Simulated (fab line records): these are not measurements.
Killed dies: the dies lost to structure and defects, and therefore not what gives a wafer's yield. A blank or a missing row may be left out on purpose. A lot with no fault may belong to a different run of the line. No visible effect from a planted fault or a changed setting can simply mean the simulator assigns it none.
One fault seen from 2 desks || flow sky130 || each desk holds nothing but its own numbers, with what lay behind them at the end

## DESK OF THE TOOL OWNER: pvd_sputter-03
The tool's own readings at SKY_CAPM_SPUTTER_02 (material TiN, target thk 200 nm, time 166.7 s): means of the sampled wafers that have a number, for each lot that ran on this tool. The brackets show how far a lot's mean lies from the usual mean; more than 4 standard deviations puts the lot out of limits, marked OUT.
Columns: A = cathode_dc_power_W at SKY_CAPM_SPUTTER_02, usual 6500.0 W; B = throttle_valve_pct at SKY_CAPM_SPUTTER_02, usual 30.0 %
{"lot": "L493", "first seen here": "day 35 01:43", "A": 6499.3, "B": 30.2}
{"lot": "L498", "first seen here": "day 38 04:41", "A": 6499.0, "B": 29.9}
{"lot": "L506", "first seen here": "day 41 23:13", "A": "7408.6 (+99 or more) OUT", "B": 29.2}
{"lot": "L508", "first seen here": "day 42 01:22", "A": "7408.2 (+99 or more) OUT", "B": 30.3}
This desk's verdict: out of limits on L506, L508, starting with L506 at day 41 23:13 (cathode_dc_power_W at SKY_CAPM_SPUTTER_02). In limits: L493, L498.

## METROLOGY DESK
Means of the sampled wafers that have a number, per lot and without regard to the tool the lot ran on: this is what the gauges read. The brackets show how far a lot's mean lies from the usual mean; more than 4 standard deviations puts the lot out of limits, marked OUT.
Columns: A = CAPM_TIN_RS at SKY_CAPM_RS_MEAS_03, usual 6.91 ohm/sq; B = CAPM_TIN_THK at SKY_CAPM_THK_MEAS_04, usual 199.9 nm
{"lot": "L493", "first seen here": "day 35 01:49", "A": 6.95, "B": 200.0}
{"lot": "L494", "first seen here": "day 36 06:42", "A": 6.80, "B": 203.9}
{"lot": "L498", "first seen here": "day 38 04:47", "A": 6.91, "B": 199.7}
{"lot": "L499", "first seen here": "day 38 09:52", "A": 6.91, "B": 200.1}
{"lot": "L506", "first seen here": "day 41 23:21", "A": "6.18 (-9.6) OUT", "B": "229.7 (+13) OUT"}
{"lot": "L508", "first seen here": "day 42 01:31", "A": "6.20 (-9.3) OUT", "B": "229.1 (+13) OUT"}
{"lot": "L512", "first seen here": "day 42 07:33", "A": 7.02, "B": 196.7}
{"lot": "L513", "first seen here": "day 42 22:11", "A": 6.91, "B": 200.1}
{"lot": "L515", "first seen here": "day 43 18:04", "A": 6.91, "B": 199.7}
This desk's result: L506, L508 out of limits, first on L506 (CAPM_TIN_RS at SKY_CAPM_RS_MEAS_03), day 41 23:21. In limits: L493, L494, L498, L499, L512, L513, L515.

## ALL TOGETHER
The tool owner's desk had the chance to raise an alarm at day 41 23:13 on L506, L508.
At day 41 23:21 the metrology desk could have sounded an alarm, on L506, L508.
The lots listed all ran SKY_CAPM_SPUTTER_02 on pvd_sputter-03.

## WHAT THE SIMULATOR HAD PUT IN
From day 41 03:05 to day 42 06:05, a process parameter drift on pvd_sputter-03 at SKY_CAPM_SPUTTER_02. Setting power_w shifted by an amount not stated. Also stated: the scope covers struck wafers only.
Shown lots that were struck: L506, L508.
Delay (hours) between the fault's onset and each desk's first out-of-limits reading: 20 at the tool owner's desk, 20 at the metrology desk.
